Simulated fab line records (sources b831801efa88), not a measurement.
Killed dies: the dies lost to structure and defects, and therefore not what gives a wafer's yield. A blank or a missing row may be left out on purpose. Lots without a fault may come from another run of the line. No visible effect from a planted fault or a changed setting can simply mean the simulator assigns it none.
The tool behind it: which one? -- flow sky130 -- 15 lots, 45 wafers sampled, at 4 steps of a route of 708

WHAT THE GAUGES SHOWED, per wafer
SKY_SD_N_RS_MEAS_16: measures by four-point-probe. Usual: SD_N_RS 68.56 ohm/sq, standard deviation 0.11.
lot,measured,on,SD_N_RS (ohm/sq),flag
L287,day 27 18:50,film_metro-04,68.73 68.56 68.58,
L288,day 28 06:49,film_metro-03,68.66 68.65 68.47,
L289,day 28 10:52,film_metro-04,68.66 68.62 68.50,
L290,day 28 20:22,film_metro-03,68.67 68.55 68.62,
L291,day 29 05:15,film_metro-03,68.54 68.51 68.57,
L292,day 29 07:44,film_metro-04,68.48 68.61 68.61,
L293,day 29 21:41,film_metro-04,68.39 68.47 68.59,
L294,day 30 10:45,film_metro-01,68.54 68.60 68.46,
L296,day 31 07:53,film_metro-03,68.77 68.61 68.72,
L298,day 31 23:07,film_metro-03,68.71 68.54 68.68,
L301,day 32 11:33,film_metro-04,68.47 68.49 68.38,
L302,day 33 05:38,film_metro-01,68.49 68.60 68.57,
L303,day 33 11:54,film_metro-04,68.44 68.39 68.38,
L305,day 33 22:19,film_metro-01,68.61 68.52 68.65,
L310,day 35 04:56,film_metro-01,68.73 68.69 68.73,

SKY_LOCAL_INTERCONNECT_OVL_MEAS_12. Usual: LOCAL_INTERCONNECT_OVL 3 nm, standard deviation 4.9.
lot,measured,on,LOCAL_INTERCONNECT_OVL (nm),flag
L287,day 30 06:13,overlay-01,9 2 1,
L288,day 30 17:19,overlay-01,0 9 11,
L289,day 30 21:19,overlay-02,-1 -1 2,
L290,day 31 06:47,overlay-02,2 0 3,
L291,day 31 14:46,overlay-01,3 2 4,
L292,day 31 16:34,overlay-02,6 7 8,
L293,day 32 05:55,overlay-01,-7 -5 -1,
L294,day 32 19:00,overlay-01,5 8 3,
L296,day 33 16:01,overlay-01,9 6 8,
L298,day 34 07:11,overlay-02,4 4 2,
L301,day 34 19:45,overlay-01,-1 0 -1,
L302,day 35 12:02,overlay-02,7 -3 -3,
L303,day 35 18:53,overlay-01,7 6 4,
L305,day 36 05:10,overlay-01,7 1 7,
L310,day 37 11:52,overlay-02,4 21 14,

SKY_METAL1_OVL_MEAS_16. Usual: METAL1_OVL 1 nm, standard deviation 5.3.
lot,measured,on,METAL1_OVL (nm),flag
L287,day 32 15:34,overlay-02,3 1 1,
L288,day 33 01:52,overlay-02,7 1 -2,
L289,day 33 06:17,overlay-02,0 7 1,
L290,day 33 15:38,overlay-01,0 2 -1,
L291,day 34 00:04,overlay-02,11 0 4,
L292,day 34 01:58,overlay-02,6 1 1,
L293,day 34 14:01,overlay-01,2 3 6,
L294,day 35 03:55,overlay-02,9 -2 4,
L296,day 35 23:52,overlay-01,4 -6 1,
L298,day 36 15:25,overlay-01,-3 0 5,
L301,day 37 02:40,overlay-02,8 10 7,
L302,day 37 19:47,overlay-01,1 -1 -4,
L303,day 38 01:01,overlay-02,3 -7 6,
L305,day 38 12:40,overlay-02,-2 3 -6,
L310,day 39 17:04,overlay-01,-4 1 -4,

TOOL THAT RAN EACH LOT (tool first, then ch and the chambers of the sampled wafers, then the start)
lot,SKY_RES_PROTECT_PEB_05
L287,"litho_track-04 ch 0, day 14 23:46"
L288,"litho_track-01 ch 0, day 15 10:13"
L289,"litho_track-01 ch 0, day 15 14:16"
L290,"litho_track-01 ch 0, day 15 23:13"
L291,"litho_track-04 ch 0, day 16 06:38"
L292,"litho_track-04 ch 0, day 16 14:50"
L293,"litho_track-01 ch 0, day 17 01:28"
L294,"litho_track-01 ch 0, day 17 18:48"
L296,"litho_track-01 ch 0, day 18 13:48"
L298,"litho_track-04 ch 0, day 19 09:53"
L301,"litho_track-04, day 20 00:38"
L302,"litho_track-01, day 20 21:28"
L303,"litho_track-04, day 21 05:20"
L305,"litho_track-01 ch 0, day 21 17:22"
L310,"litho_track-01 ch 0, day 23 05:07"
- SKY_RES_PROTECT_PEB_05

WHAT THE TOOLS THEMSELVES READ (means of the sampled wafers that have a number; where no wafer has one, the mark that the record gives instead)
SKY_RES_PROTECT_PEB_05. Usual: exhaust_pa reads 44.7 Pa (standard deviation 0.8).
lot,tool,exhaust_pa (Pa),flag
L287,litho_track-04,44.0,
L288,litho_track-01,45.2,
L289,litho_track-01,43.4,
L290,litho_track-01,44.9,
L291,litho_track-04,45.2,
L292,litho_track-04,44.9,
L293,litho_track-01,43.9,
L294,litho_track-01,44.4,
L296,litho_track-01,44.6,
L298,litho_track-04,44.3,
L301,litho_track-04,-,OFF
L302,litho_track-01,-,OFF
L303,litho_track-04,-,OFF
L305,litho_track-01,45.4,
L310,litho_track-01,44.8,

THE ANSWER, worked out from the rows above alone
Rule: take the mean of a lot's wafers that have a number; if it is more than 3 standard deviations from the usual mean, the lot is off. A lot without any number at a reading at which 4 lots or more have one is off too. The other lots that the step has rows for count as sound. The gauges are gone through in route order, then the tools' own readings, and for those a lot's mean is taken as printed above. The first step at which some lot is off is used, and at that step the reading that is off furthest; a lot without a number counts as furthest.
Off: L301, L302, L303 (SKY_RES_PROTECT_PEB_05, exhaust_pa). Without a number there: L301, L302, L303.
A tool fits if, at that step or a process step before it, it ran every lot that is off, and no sound lot after the first of them. None of those tried fits.

WHAT HAD BEEN PUT IN BY THE SIMULATOR
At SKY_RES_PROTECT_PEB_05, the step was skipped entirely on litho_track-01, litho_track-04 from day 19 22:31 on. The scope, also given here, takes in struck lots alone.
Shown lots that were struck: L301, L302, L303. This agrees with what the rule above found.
